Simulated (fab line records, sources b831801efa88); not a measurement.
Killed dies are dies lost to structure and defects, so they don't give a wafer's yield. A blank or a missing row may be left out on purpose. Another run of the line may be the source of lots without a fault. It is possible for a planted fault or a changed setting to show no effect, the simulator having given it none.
fab line records	flow sky130
record lots=24	wafers=72	lastDay=50
route steps=708 shown DNWELL@43 SONOS_ONO@181 LDD_N@244 METAL3@536 VIA3@587 CAP2M@607
lots that met no fault: taken from a fault-free run of the same line
startH: hours from the record's opening day to when the first of the lot's shown wafers began	waitH: hours since the lot's step before	" repeats the value in the row above	L1.1+2: one row covering several wafers at once	- no value, or no start given	* or withheld: withheld	< > ~ a bound
route shown NAME@n: a module of which the file shows steps, and the number in the route of the first	usual: the fault-free wafers' mean and standard deviation	same: alike in all rows	chamber/n: place in a boat	sites: readings site by site	_std_site: the values' standard deviation	_edge_site: mean of outer sites minus mean of inner sites	radiusMm: how far each site lies from the wafer's centre	mask NAME#n: copy n	behind: the tool/chamber that last shaped the wafer	hold: reason for holding the lot/hours on hold/outcome of the hold	device: which transistor (n, p or np) failed to switch	end of line: tests of these same wafers at the route's end	a step without rows: its recipe alone	killed: dies lost to structure and defects at the first sort, not the wafer's yield	map: a wafer's dies, marking killed ones x, the rest . and places with no die _
set.NAME: the setting that was run; set.NAME@STEP: the one run at that earlier step	model.NAME: the simulator's own value behind a step, which no gauge read
the route's steps for a sample of lots (tables are steps, rows are wafers)
services: the hour from which a tool's chamber was out of use, counted from the record's first day as startH (under 0 if before that day), plus the number of hours and why
## steps
# step SKY_DNWELL_STRIP_08
# recipe chemistry=O2/N2	powerW=1400	pressureMtorr=1500	platenTempC=withheld	o2FlowSccm=3000	n2FlowSccm=300	overashFraction=0.5
# usual drypumpMotorCurrentA=5.5/0.62	oesProductAu=0.723/0.005	stripTimeToEndpointS=36.95/0.1
lot.wafer	tool	chamber	startH	waitH	drypumpMotorCurrentA	oesProductAu	rfHoursCounterH	stripTimeToEndpointS
L074.1	plasmaAsher-01	0	53.39	0.1	4.9	0.717	39	37.00
L074.4	"	1	"	"	5.6	0.709	-	36.90
L074.6	"	1	"	"	5.6	0.728	-	36.99
L075.3	plasmaAsher-03	1	59.00	0.1	4.9	0.710	-	36.80
L075.4	"	0	"	"	6.4	0.721	-	36.90
L075.5	"	0	"	"	6.5	0.725	-	36.87
L076.1	plasmaAsher-02	1	63.54	0.1	5.5	0.722	35	36.78
L076.2	"	0	"	"	6.4	0.726	35	36.88
L076.6	"	0	"	"	6.4	0.722	-	36.96
L077.1	plasmaAsher-01	0	67.82	0.1	4.9	0.724	40	36.97
L077.2	"	1	"	"	5.6	0.721	40	36.93
L077.4	"	1	"	"	5.6	0.720	-	36.85
L078.1	plasmaAsher-03	1	75.82	0.1	4.9	0.722	27	36.97
L078.5	"	1	"	"	4.9	0.715	-	37.02
L078.6	"	0	"	"	6.5	0.729	-	36.93
L079.2	plasmaAsher-01	1	78.74	0.1	5.6	0.731	41	37.00
L079.3	"	1	"	"	5.6	0.720	-	36.99
L079.4	"	0	"	"	4.9	0.728	-	37.01
L080.1	plasmaAsher-03	1	83.09	0.1	4.9	0.723	28	37.11
L080.2	"	0	"	"	6.5	0.723	28	37.06
L080.5	"	0	"	"	6.5	0.725	-	37.06
L081.1	plasmaAsher-02	0	87.77	0.1	6.4	0.726	37	36.83
L081.3	"	1	"	"	5.5	0.721	-	36.76
L081.4	"	0	"	"	6.4	0.723	-	36.80
L082.3	plasmaAsher-03	0	96.55	0.1	6.5	0.714	-	36.83
L082.5	"	0	"	"	6.5	0.718	-	36.72
L082.6	"	1	"	"	5.0	0.722	-	36.84
L083.2	plasmaAsher-01	1	101.68	0.1	5.6	0.716	43	36.78
L083.3	"	1	"	"	5.6	0.724	-	36.93
L083.4	"	0	"	"	4.9	0.722	-	36.94
L084.1	plasmaAsher-01	1	104.14	0.1	5.6	0.723	43	37.04
L084.3	"	0	"	"	4.9	0.724	-	37.00
L084.4	"	1	"	"	5.6	0.724	-	37.06
L085.2	plasmaAsher-03	1	110.47	0.1	4.9	0.726	30	37.04
L085.4	"	1	"	"	4.9	0.721	-	37.11
L085.5	"	0	"	"	6.5	0.718	-	37.02
L086.1	plasmaAsher-02	1	116.78	0.1	5.5	0.722	41	36.87
L086.3	"	0	"	"	6.4	0.723	-	37.01
L086.4	"	1	"	"	5.5	0.714	-	36.86
L087.2	plasmaAsher-01	1	121.72	0.1	5.6	0.727	0	37.03
L087.3	"	1	"	"	5.6	0.727	-	37.02
L087.5	"	1	"	"	5.6	0.732	-	37.15
L088.3	plasmaAsher-01	0	126.70	0.1	4.9	0.722	-	36.78
L088.5	"	0	"	"	4.9	0.723	-	36.93
L088.6	"	1	"	"	5.6	0.731	-	36.92
L089.4	plasmaAsher-01	1	131.87	0.1	5.6	0.732	-	36.94
L089.5	"	1	"	"	5.6	0.717	-	36.98
L089.6	"	0	"	"	4.9	0.722	-	36.97
L090.2	plasmaAsher-02	1	138.84	0.1	5.5	0.722	43	36.97
L090.3	"	0	"	"	6.4	0.726	-	36.99
L090.5	"	0	"	"	6.4	0.729	-	36.85
L091.4	plasmaAsher-03	1	144.10	0.1	4.9	0.725	-	36.91
L091.5	"	1	"	"	4.9	0.717	-	36.97
L091.6	"	0	"	"	6.5	0.727	-	36.89
L092.1	plasmaAsher-01	0	150.93	0.1	4.9	0.727	3	37.15
L092.4	"	0	"	"	4.9	0.724	-	36.97
L092.6	"	1	"	"	5.5	0.727	-	36.94
L093.2	plasmaAsher-02	1	153.09	0.1	5.5	0.726	44	36.85
L093.3	"	1	"	"	5.5	0.724	-	36.88
L093.5	"	0	"	"	6.4	0.717	-	36.84
L094.1	plasmaAsher-01	0	160.58	0.1	4.9	0.728	4	36.96
L094.2	"	1	"	"	5.5	0.721	4	36.93
L094.5	"	0	"	"	4.9	0.712	-	37.15
L095.1	plasmaAsher-03	1	164.58	0.1	4.9	0.721	35	36.99
L095.2	"	0	"	"	6.5	0.716	35	36.97
L095.5	"	0	"	"	6.5	0.723	-	37.10
L096.3	plasmaAsher-01	0	170.10	0.1	4.9	0.727	-	37.14
L096.4	"	1	"	"	5.6	0.728	-	37.00
L096.5	"	1	"	"	5.6	0.717	-	37.11
L097.2	plasmaAsher-03	0	174.03	0.1	6.5	0.725	36	36.86
L097.3	"	1	"	"	4.9	0.728	-	36.90
L097.4	"	0	"	"	6.5	0.728	-	36.83
# step SKY_SONOS_ONO_CD_MEAS_13
# recipe targetCdNm=410
# usual cdNm=409.8/2.4
lot.wafer	tool	chamber	startH	waitH	cdNm
L074.1	cdSem-02	-	285.47	0.1	415.0
L074.4	"	-	"	"	415.3
L074.6	"	-	"	"	414.5
L075.3	cdSem-02	-	291.44	0.2	407.4
L075.4	"	-	"	"	410.9
L075.5	"	-	"	"	411.2
L076.1	cdSem-02	-	298.37	0.1	411.7
L076.2	"	-	"	"	409.6
L076.6	"	-	"	"	411.5
L077.1	cdSem-01	-	302.57	0.1	408.1
L077.2	"	-	"	"	406.6
L077.4	"	-	"	"	409.6
L078.1	cdSem-01	-	314.54	0.1	405.2
L078.5	"	-	"	"	406.3
L078.6	"	-	"	"	406.8
L079.2	cdSem-01	-	318.21	0.1	410.8
L079.3	"	-	"	"	412.0
L079.4	"	-	"	"	412.7
L080.1	cdSem-02	-	325.34	0.1	409.2
L080.2	"	-	"	"	408.4
L080.5	"	-	"	"	407.5
L081.1	cdSem-02	-	333.57	0.1	408.2
L081.3	"	-	"	"	411.7
L081.4	"	-	"	"	410.6
L082.3	cdSem-01	-	349.01	0.1	407.9
L082.5	"	-	"	"	408.5
L082.6	"	-	"	"	408.6
L083.2	cdSem-02	-	352.84	0.1	408.4
L083.3	"	-	"	"	410.8
L083.4	"	-	"	"	412.6
L084.1	cdSem-02	-	363.12	0.1	412.2
L084.3	"	-	"	"	413.2
L084.4	"	-	"	"	411.3
L085.2	cdSem-01	-	366.84	0.1	405.9
L085.4	"	-	"	"	409.9
L085.5	"	-	"	"	408.1
L086.1	cdSem-02	-	380.92	0.1	413.1
L086.3	"	-	"	"	412.1
L086.4	"	-	"	"	413.9
L087.2	cdSem-01	-	386.01	0.1	405.1
L087.3	"	-	"	"	407.5
L087.5	"	-	"	"	407.4
L088.3	cdSem-02	-	394.71	0.1	409.5
L088.5	"	-	"	"	411.1
L088.6	"	-	"	"	408.8
L089.4	cdSem-02	-	403.28	0.1	415.2
L089.5	"	-	"	"	412.2
L089.6	"	-	"	"	413.4
L090.2	cdSem-02	-	412.65	0.1	406.5
L090.3	"	-	"	"	410.0
L090.5	"	-	"	"	407.6
L091.4	cdSem-02	-	423.04	0.1	410.2
L091.5	"	-	"	"	408.8
L091.6	"	-	"	"	411.3
L092.1	cdSem-02	-	432.72	0.1	408.0
L092.4	"	-	"	"	408.3
L092.6	"	-	"	"	407.8
L093.2	cdSem-02	-	437.69	0.1	408.2
L093.3	"	-	"	"	408.6
L093.5	"	-	"	"	407.1
L094.1	cdSem-01	-	448.47	0.1	411.2
L094.2	"	-	"	"	409.4
L094.5	"	-	"	"	410.0
L095.1	cdSem-02	-	455.27	0.1	408.6
L095.2	"	-	"	"	409.5
L095.5	"	-	"	"	409.7
L096.3	cdSem-01	-	463.26	0.1	410.1
L096.4	"	-	"	"	408.3
L096.5	"	-	"	"	409.5
L097.2	cdSem-02	-	465.94	0.1	407.9
L097.3	"	-	"	"	408.3
L097.4	"	-	"	"	408.4
# step SKY_LDD_N_OVL_MEAS_07
# usual LDD_N_OVL=-0.5/1.3
lot.wafer	tool	chamber	startH	waitH	LDD_N_OVL[nm]
L074.1	overlay-02	-	405.42	0.1	-1.0
L074.4	"	-	"	"	-2.8
L074.6	"	-	"	"	-1.4
L075.3	overlay-02	-	416.03	0.1	0.2
L075.4	"	-	"	"	0.0
L075.5	"	-	"	"	0.6
L076.1	overlay-02	-	420.62	0.1	-1.4
L076.2	"	-	"	"	-1.0
L076.6	"	-	"	"	-1.9
L077.1	overlay-01	-	431.42	0.1	0.5
L077.2	"	-	"	"	-0.2
L077.4	"	-	"	"	2.4
L078.1	overlay-02	-	442.72	0.1	-0.4
L078.5	"	-	"	"	1.3
L078.6	"	-	"	"	1.1
L079.2	overlay-02	-	445.78	0.1	-0.5
L079.3	"	-	"	"	0.3
L079.4	"	-	"	"	0.7
L080.1	overlay-02	-	455.48	0.1	-0.5
L080.2	"	-	"	"	0.9
L080.5	"	-	"	"	-0.5
L081.1	overlay-02	-	464.32	0.1	-0.9
L081.3	"	-	"	"	-1.3
L081.4	"	-	"	"	-2.3
L082.3	overlay-02	-	480.53	0.1	-0.2
L082.5	"	-	"	"	-0.6
L082.6	"	-	"	"	-0.9
L083.2	overlay-02	-	483.42	0.1	-1.8
L083.3	"	-	"	"	-0.3
L083.4	"	-	"	"	-2.1
L084.1	overlay-02	-	493.47	0.1	-1.9
L084.3	"	-	"	"	-0.2
L084.4	"	-	"	"	0.2
L085.2	overlay-02	-	502.34	0.1	-1.7
L085.4	"	-	"	"	-0.6
L085.5	"	-	"	"	0.3
L086.1	overlay-01	-	512.12	0.1	1.3
L086.3	"	-	"	"	-1.5
L086.4	"	-	"	"	-3.0
L087.2	overlay-02	-	519.57	0.1	-3.5
L087.3	"	-	"	"	-1.9
L087.5	"	-	"	"	-0.8
L088.3	overlay-02	-	527.58	0.1	-1.8
L088.5	"	-	"	"	-0.5
L088.6	"	-	"	"	-3.1
L089.4	overlay-02	-	537.94	0.1	-1.0
L089.5	"	-	"	"	-0.1
L089.6	"	-	"	"	-0.8
L090.2	overlay-01	-	544.48	0.1	0.1
L090.3	"	-	"	"	0.1
L090.5	"	-	"	"	2.2
L091.4	overlay-02	-	557.49	0.1	-2.4
L091.5	"	-	"	"	0.7
L091.6	"	-	"	"	0.0
L092.1	overlay-02	-	566.17	0.1	3.0
L092.4	"	-	"	"	1.1
L092.6	"	-	"	"	-0.3
L093.2	overlay-02	-	570.12	0.1	0.1
L093.3	"	-	"	"	-0.6
L093.5	"	-	"	"	-0.4
L094.1	overlay-01	-	579.27	0.1	2.2
L094.2	"	-	"	"	-0.3
L094.5	"	-	"	"	0.2
L095.1	overlay-02	-	585.12	0.1	0.1
L095.2	"	-	"	"	-1.8
L095.5	"	-	"	"	-0.8
L096.3	overlay-02	-	592.29	0.1	-3.1
L096.4	"	-	"	"	-1.8
L096.5	"	-	"	"	0.7
L097.2	overlay-02	-	594.34	0.1	0.0
L097.3	"	-	"	"	-0.9
L097.4	"	-	"	"	1.1
# step SKY_METAL3_SPUTTER_04
# recipe material=TiN	targetThkNm=70	powerW=6500	timeS=58.3	chamberPressurePa=0.4
# usual throttleValvePct=30.2/0.81
lot.wafer	tool	chamber	startH	waitH	throttleValvePct
L074.1	pvdSputter-04	-	853.60	0.0	30.3
L074.4	"	-	"	"	30.5
L074.6	"	-	"	"	30.3
L075.3	pvdSputter-01	-	863.72	0.0	29.2
L075.4	"	-	"	"	29.6
L075.5	"	-	"	"	29.7
L076.1	pvdSputter-04	-	867.45	0.0	29.1
L076.2	"	-	"	"	30.2
L076.6	"	-	"	"	30.2
L077.1	pvdSputter-01	-	878.76	0.0	30.8
L077.2	"	-	"	"	30.8
L077.4	"	-	"	"	28.9
L078.1	pvdSputter-04	-	885.35	0.0	30.6
L078.5	"	-	"	"	30.3
L078.6	"	-	"	"	30.7
L079.2	pvdSputter-04	-	888.55	0.0	28.9
L079.3	"	-	"	"	30.3
L079.4	"	-	"	"	30.2
L080.1	pvdSputter-04	-	897.61	0.0	29.2
L080.2	"	-	"	"	30.4
L080.5	"	-	"	"	29.1
L081.1	pvdSputter-01	-	905.10	0.0	31.0
L081.3	"	-	"	"	30.8
L081.4	"	-	"	"	29.0
L082.3	pvdSputter-04	-	917.14	0.0	29.0
L082.5	"	-	"	"	29.2
L082.6	"	-	"	"	30.6
L083.2	pvdSputter-04	-	923.52	0.0	31.2
L083.3	"	-	"	"	30.3
L083.4	"	-	"	"	28.9
L084.1	pvdSputter-03	-	928.17	0.0	29.5
L084.3	"	-	"	"	29.9
L084.4	"	-	"	"	29.9
L085.2	pvdSputter-03	-	934.48	0.0	29.8
L085.4	"	-	"	"	30.1
L085.5	"	-	"	"	29.7
L086.1	pvdSputter-01	-	941.22	0.0	30.3
L086.3	"	-	"	"	29.1
L086.4	"	-	"	"	29.3
L087.2	pvdSputter-01	-	948.99	0.0	29.5
L087.3	"	-	"	"	28.9
L087.5	"	-	"	"	30.7
L088.3	pvdSputter-03	-	955.66	0.0	29.6
L088.5	"	-	"	"	29.6
L088.6	"	-	"	"	31.9
L089.4	pvdSputter-01	-	963.87	0.0	29.3
L089.5	"	-	"	"	30.5
L089.6	"	-	"	"	29.5
L090.2	pvdSputter-04	-	968.93	0.0	31.6
L090.3	"	-	"	"	30.2
L090.5	"	-	"	"	31.3
L091.4	pvdSputter-04	-	978.76	0.0	29.2
L091.5	"	-	"	"	29.0
L091.6	"	-	"	"	30.4
L092.1	pvdSputter-04	-	982.72	0.0	31.3
L092.4	"	-	"	"	29.0
L092.6	"	-	"	"	31.0
L093.2	pvdSputter-03	-	988.50	0.0	31.6
L093.3	"	-	"	"	29.7
L093.5	"	-	"	"	29.7
L094.1	pvdSputter-03	-	996.51	0.0	29.8
L094.2	"	-	"	"	29.8
L094.5	"	-	"	"	29.5
L095.1	pvdSputter-01	-	1002.35	0.0	29.6
L095.2	"	-	"	"	30.4
L095.5	"	-	"	"	30.5
L096.3	pvdSputter-04	-	1006.93	0.0	30.6
L096.4	"	-	"	"	30.4
L096.5	"	-	"	"	29.2
L097.2	pvdSputter-03	-	1021.30	0.0	30.1
L097.3	"	-	"	"	29.6
L097.4	"	-	"	"	31.6
# step SKY_VIA3_ETCH_14
# recipe chemistry=N2/H2	target=BARC	ionEnergyEv=200	sourceW=500	biasW=100	pressureMtorr=30	n2FlowSccm=100	h2FlowSccm=200	stopOn=SiO2	timeS=45.9	targetDepthA=600
# usual drypumpMotorCurrentA=5.5/0.31	h2FlowSccm=200.0/0.64	oesProductAu=0.854/0.0047	throttleValvePct=13.224/0.0091
lot.wafer	tool	chamber	startH	waitH	drypumpMotorCurrentA	h2FlowSccm	oesProductAu	rfHoursCounterH	throttleValvePct
L074.1	rieDiel-01	3	932.78	0.0	5.6	199.8	0.858	20	13.227
L074.4	"	2	"	"	5.5	199.6	0.848	6	13.228
L074.6	"	2	"	"	5.6	200.5	0.862	-	13.225
L075.3	rieDiel-04	2	943.19	0.0	5.6	199.8	0.847	18	13.212
L075.4	"	0	"	"	5.0	200.5	0.854	11	13.226
L075.5	"	1	"	"	5.2	200.2	0.855	-	13.216
L076.1	rieDiel-03	3	946.14	0.0	5.3	200.9	0.852	3	13.216
L076.2	"	2	"	"	5.8	198.7	0.861	6	13.220
L076.6	"	3	"	"	5.3	200.4	0.852	-	13.222
L077.1	rieDiel-04	2	956.43	0.0	5.6	200.7	0.863	18	13.207
L077.2	"	3	"	"	5.4	199.6	0.846	5	13.241
L077.4	"	1	"	"	5.2	200.3	0.849	16	13.220
L078.1	rieDiel-04	2	963.33	0.0	5.7	200.1	0.856	18	13.218
L078.5	"	3	"	"	5.3	199.9	0.848	-	13.221
L078.6	"	2	"	"	5.6	200.2	0.861	-	13.214
L079.2	rieDiel-04	3	966.08	0.0	5.3	200.8	0.856	5	13.233
L079.3	"	1	"	"	5.2	200.4	0.845	16	13.225
L079.4	"	2	"	"	5.7	199.3	0.853	18	13.224
L080.1	rieDiel-01	1	975.23	0.0	5.6	200.0	0.860	13	13.219
L080.2	"	3	"	"	5.6	200.7	0.859	21	13.230
L080.5	"	0	"	"	5.6	200.5	0.861	-	13.223
L081.1	rieDiel-04	0	981.03	0.0	5.0	200.0	0.850	12	13.217
L081.3	"	2	"	"	5.6	199.8	0.852	19	13.217
L081.4	"	1	"	"	5.2	200.1	0.857	17	13.221
L082.3	rieDiel-01	1	993.67	0.0	5.6	199.2	0.855	14	13.232
L082.5	"	1	"	"	5.7	198.6	0.849	-	13.220
L082.6	"	0	"	"	5.6	200.4	0.854	-	13.224
L083.2	rieDiel-03	0	998.62	0.0	5.2	199.7	0.861	6	13.257
L083.3	"	1	"	"	6.2	199.9	0.849	21	13.232
L083.4	"	2	"	"	5.8	200.7	0.851	7	13.233
L084.1	rieDiel-03	0	1002.73	0.0	5.2	200.2	0.861	6	13.229
L084.3	"	3	"	"	5.3	200.5	0.845	5	13.227
L084.4	"	1	"	"	6.2	199.6	0.846	21	13.224
L085.2	rieDiel-01	2	1008.53	0.0	5.5	199.8	0.854	8	13.218
L085.4	"	3	"	"	5.6	199.4	0.854	-	13.219
L085.5	"	0	"	"	5.6	200.4	0.855	-	13.225
L086.1	rieDiel-01	3	1015.42	0.0	5.6	200.8	0.855	23	13.224
L086.3	"	2	"	"	5.5	200.3	0.862	8	13.229
L086.4	"	2	"	"	5.5	199.4	0.859	-	13.228
L087.2	rieDiel-01	0	1023.08	0.0	5.6	200.1	0.857	16	13.206
L087.3	"	2	"	"	5.6	199.8	0.863	8	13.234
L087.5	"	2	"	"	5.6	199.7	0.855	-	13.199
L088.3	rieDiel-03	0	1028.92	0.0	5.2	200.6	0.855	7	13.212
L088.5	"	1	"	"	6.2	200.1	0.841	-	13.224
L088.6	"	2	"	"	5.8	199.9	0.862	-	13.242
L089.4	rieDiel-01	0	1037.82	0.0	5.6	199.7	0.853	17	13.222
L089.5	"	1	"	"	5.6	200.7	0.861	-	13.221
L089.6	"	2	"	"	5.5	200.3	0.857	-	13.209
L090.2	rieDiel-03	2	1041.43	0.0	5.8	199.9	0.852	8	13.224
L090.3	"	3	"	"	5.4	201.3	0.852	6	13.225
L090.5	"	3	"	"	5.3	199.8	0.859	-	13.231
L091.4	rieDiel-04	1	1050.15	0.0	5.2	200.0	0.850	19	13.202
L091.5	"	2	"	"	5.7	199.9	0.861	-	13.232
L091.6	"	3	"	"	5.4	200.9	0.851	-	13.207
L092.1	rieDiel-04	3	1054.17	0.0	5.3	199.2	0.857	8	13.224
L092.4	"	0	"	"	5.0	199.4	0.855	14	13.229
L092.6	"	3	"	"	5.3	199.8	0.860	-	13.216
L093.2	rieDiel-04	0	1059.39	0.0	5.0	199.3	0.856	14	13.227
L093.3	"	1	"	"	5.2	198.8	0.852	20	13.214
L093.5	"	1	"	"	5.2	199.2	0.851	-	13.219
L094.1	rieDiel-04	3	1066.47	0.0	5.4	200.1	0.859	8	13.225
L094.2	"	1	"	"	5.2	200.6	0.858	20	13.218
L094.5	"	0	"	"	5.0	199.8	0.857	-	13.223
L095.1	rieDiel-04	2	1071.38	0.0	5.6	200.5	0.854	22	13.225
L095.2	"	3	"	"	5.4	199.4	0.852	9	13.217
L095.5	"	0	"	"	5.0	199.1	0.859	-	13.213
L096.3	rieDiel-03	1	1076.08	0.0	6.2	199.9	0.849	23	13.228
L096.4	"	3	"	"	5.3	200.0	0.851	6	13.224
L096.5	"	0	"	"	5.3	200.1	0.859	-	13.241
L097.2	rieDiel-03	2	1088.33	0.0	5.7	199.8	0.855	10	13.222
L097.3	"	1	"	"	6.2	200.2	0.851	24	13.204
L097.4	"	0	"	"	5.2	200.3	0.849	8	13.223
# step SKY_CAP2M_THK_MEAS_04
# recipe thkMeasGauge=xrf	reads=TiN_of_CAP2M_SPUTTER_02
# usual CAP2M_TIN_THK=196.9/2
lot.wafer	tool	chamber	startH	waitH	CAP2M_TIN_THK[nm]
L074.1	filmMetro-03	-	934.62	0.1	201.3
L074.4	"	-	"	"	197.6
L074.6	"	-	"	"	199.0
L075.3	filmMetro-03	-	945.03	0.1	196.6
L075.4	"	-	"	"	194.7
L075.5	"	-	"	"	195.4
L076.1	filmMetro-01	-	947.96	0.1	196.7
L076.2	"	-	"	"	197.6
L076.6	"	-	"	"	195.9
L077.1	filmMetro-04	-	958.26	0.1	196.9
L077.2	"	-	"	"	196.0
L077.4	"	-	"	"	197.1
L078.1	filmMetro-03	-	965.18	0.1	198.5
L078.5	"	-	"	"	197.9
L078.6	"	-	"	"	201.1
L079.2	filmMetro-01	-	967.98	0.1	198.4
L079.3	"	-	"	"	197.8
L079.4	"	-	"	"	198.8
L080.1	filmMetro-03	-	977.07	0.1	202.9
L080.2	"	-	"	"	200.1
L080.5	"	-	"	"	200.3
L081.1	filmMetro-04	-	982.85	0.1	195.3
L081.3	"	-	"	"	195.3
L081.4	"	-	"	"	195.9
L082.3	filmMetro-03	-	995.51	0.1	195.2
L082.5	"	-	"	"	196.4
L082.6	"	-	"	"	195.2
L083.2	filmMetro-04	-	1000.52	0.1	194.7
L083.3	"	-	"	"	197.0
L083.4	"	-	"	"	194.9
L084.1	filmMetro-04	-	1004.59	0.1	196.1
L084.3	"	-	"	"	196.1
L084.4	"	-	"	"	196.4
L085.2	filmMetro-03	-	1010.43	0.1	197.3
L085.4	"	-	"	"	197.4
L085.5	"	-	"	"	201.0
L086.1	filmMetro-01	-	1017.29	0.1	197.1
L086.3	"	-	"	"	195.1
L086.4	"	-	"	"	192.7
L087.2	filmMetro-01	-	1024.92	0.1	195.3
L087.3	"	-	"	"	195.9
L087.5	"	-	"	"	195.6
L088.3	filmMetro-04	-	1031.17	0.1	195.7
L088.5	"	-	"	"	193.2
L088.6	"	-	"	"	195.0
L089.4	filmMetro-04	-	1039.78	0.1	194.4
L089.5	"	-	"	"	193.1
L089.6	"	-	"	"	194.8
L090.2	filmMetro-03	-	1043.27	0.1	199.3
L090.3	"	-	"	"	199.7
L090.5	"	-	"	"	200.9
L091.4	filmMetro-01	-	1052.09	0.1	194.7
L091.5	"	-	"	"	196.5
L091.6	"	-	"	"	196.0
L092.1	filmMetro-04	-	1056.01	0.1	196.5
L092.4	"	-	"	"	196.4
L092.6	"	-	"	"	197.9
L093.2	filmMetro-03	-	1061.26	0.1	197.3
L093.3	"	-	"	"	197.4
L093.5	"	-	"	"	197.9
L094.1	filmMetro-04	-	1068.33	0.1	198.4
L094.2	"	-	"	"	196.5
L094.5	"	-	"	"	197.0
L095.1	filmMetro-03	-	1073.21	0.1	196.9
L095.2	"	-	"	"	196.4
L095.5	"	-	"	"	196.5
L096.3	filmMetro-04	-	1077.97	0.1	195.8
L096.4	"	-	"	"	197.6
L096.5	"	-	"	"	195.0
L097.2	filmMetro-01	-	1090.18	0.1	196.6
L097.3	"	-	"	"	198.2
L097.4	"	-	"	"	198.2
## services
tool	chamber	startH	hours	kind
plasmaAsher-01	-	62.12	4.3	pm
rieDiel-04	2	106.78	2.5	repair
plasmaAsher-01	-	108.75	9.0	pm
pvdSputter-04	-	147.81	6.3	repair
plasmaAsher-01	-	194.78	11.0	repair
rieDiel-04	-	223.95	0.4	repair
rieDiel-04	3	302.66	3.4	repair
plasmaAsher-01	-	351.10	2.8	pm
pvdSputter-04	-	352.37	5.5	repair
rieDiel-04	0	364.49	1.7	repair
pvdSputter-04	-	375.12	7.6	repair
rieDiel-04	0	386.86	3.5	repair
rieDiel-04	0	397.57	6.2	repair
rieDiel-04	0	408.68	9.6	repair
plasmaAsher-01	-	456.35	8.5	repair
plasmaAsher-01	-	517.19	3.9	repair
plasmaAsher-01	-	561.18	22.9	pm
rieDiel-04	-	585.36	5.5	repair
rieDiel-04	-	610.71	14.6	pm
pvdSputter-04	-	649.41	0.7	repair
pvdSputter-04	-	688.62	3.6	repair
pvdSputter-04	-	839.28	0.5	repair
plasmaAsher-01	-	1004.00	0.5	repair
pvdSputter-04	-	1016.30	5.2	repair
## key
fault none
